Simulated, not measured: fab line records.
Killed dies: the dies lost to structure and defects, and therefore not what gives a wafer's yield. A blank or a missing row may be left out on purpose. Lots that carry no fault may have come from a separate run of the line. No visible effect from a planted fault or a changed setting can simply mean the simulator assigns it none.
Which tool was responsible?	flow gf180mcu	12 lots, 36 wafers sampled, at 2 steps of a route of 602

## WHAT THE GAUGES SHOWED, per wafer
GF_V4_BOW_MEAS_05. Usual: V4_BOW gives 136 um (standard deviation 9.8).
lot	measured	on	V4_BOW (um)	flag
L332	day 23 21:49	film metro-04	135 134 141	
L334	day 24 18:01	film metro-04	140 130 139	
L336	day 25 13:14	film metro-04	132 129 143	
L335	day 25 14:40	film metro-04	120 135 124	
L340	day 27 08:17	film metro-04	144 139 135	
L341	day 27 09:17	film metro-02	137 135 139	
L344	day 28 03:12	film metro-02	147 143 145	
L346	day 28 16:43	film metro-04	158 155 151	
L345	day 28 18:31	film metro-02	120 134 122	
L351	day 29 16:32	film metro-02	118 109 132	
L352	day 30 05:01	film metro-03	137 142 137	
L354	day 30 23:34	film metro-02	125 121 121	

## TOOL THAT RAN EACH LOT (tool first, then ch and the chambers of the sampled wafers, then the start)
lot	GF_V3_ETCH_16
L332	rie diel-04 ch 1,2,3, day 22 19:10
L334	rie diel-03 ch 1,2,3, day 23 17:02
L336	rie diel-04 ch 1,2,3, day 24 12:20
L335	rie diel-01 ch 2,3, day 24 14:34
L340	rie diel-03 ch 1,2,3, day 26 08:16
L341	rie diel-01 ch 0,3, day 26 09:49
L344	rie diel-01 ch 1,3, day 27 04:52
L346	rie diel-04 ch 0,2,3, day 27 18:13
L345	rie diel-04 ch 0,3, day 27 19:41
L351	rie diel-04 ch 1,2, day 28 18:41
L352	rie diel-04 ch 1,3, day 29 07:37
L354	rie diel-04 ch 0,2,3, day 30 02:38
- GF_V3_ETCH_16: etches BARC in N2/H2.

## WHAT THE TOOLS THEMSELVES READ (means of the sampled wafers that have a number; where no wafer has one, the mark that the record gives instead)
GF_V3_ETCH_16. Usual: drypump motor current A 5.6 A, standard deviation 0.43; h2 flow sccm 200.0 sccm, standard deviation 0.58; oes product au 0.855 a.u., standard deviation 0.0043; throttle valve pct 13.226 %, standard deviation 0.0098.
lot	tool	drypump motor current A (A)	h2 flow sccm (sccm)	oes product au (a.u.)	throttle valve pct (%)	flag
L332	rie diel-04	5.3	200.2	0.860	13.218	
L334	rie diel-03	6.0	199.4	0.855	13.220	
L336	rie diel-04	5.2	200.5	0.858	13.222	
L335	rie diel-01	5.7	199.6	0.857	13.235	
L340	rie diel-03	6.0	200.3	0.857	13.226	
L341	rie diel-01	5.8	199.9	0.856	13.228	
L344	rie diel-01	5.7	200.1	0.855	13.229	
L346	rie diel-04	5.6	200.2	0.860	13.226	
L345	rie diel-04	5.8	200.0	0.856	13.227	
L351	rie diel-04	5.0	200.0	0.855	13.222	
L352	rie diel-04	5.5	200.3	0.852	13.237	
L354	rie diel-04	5.6	200.6	0.856	13.217	

## THE ANSWER, worked out from the rows above alone
Rule: lot off if the mean of its wafers having a number is beyond 3 standard deviations from the usual mean. Also off: a lot with no number at a reading for which 4 or more lots have one. The other lots that the step has rows for count as sound. First the gauges in route order, then the tools' own readings, where a lot's mean is used as printed above. At the first step where some lot is off, the reading lying furthest off is the one used; lots without a number count as furthest.
No lot is off on any of the readings shown, so nothing can be concluded from this.

## WHAT HAD BEEN PUT IN BY THE SIMULATOR
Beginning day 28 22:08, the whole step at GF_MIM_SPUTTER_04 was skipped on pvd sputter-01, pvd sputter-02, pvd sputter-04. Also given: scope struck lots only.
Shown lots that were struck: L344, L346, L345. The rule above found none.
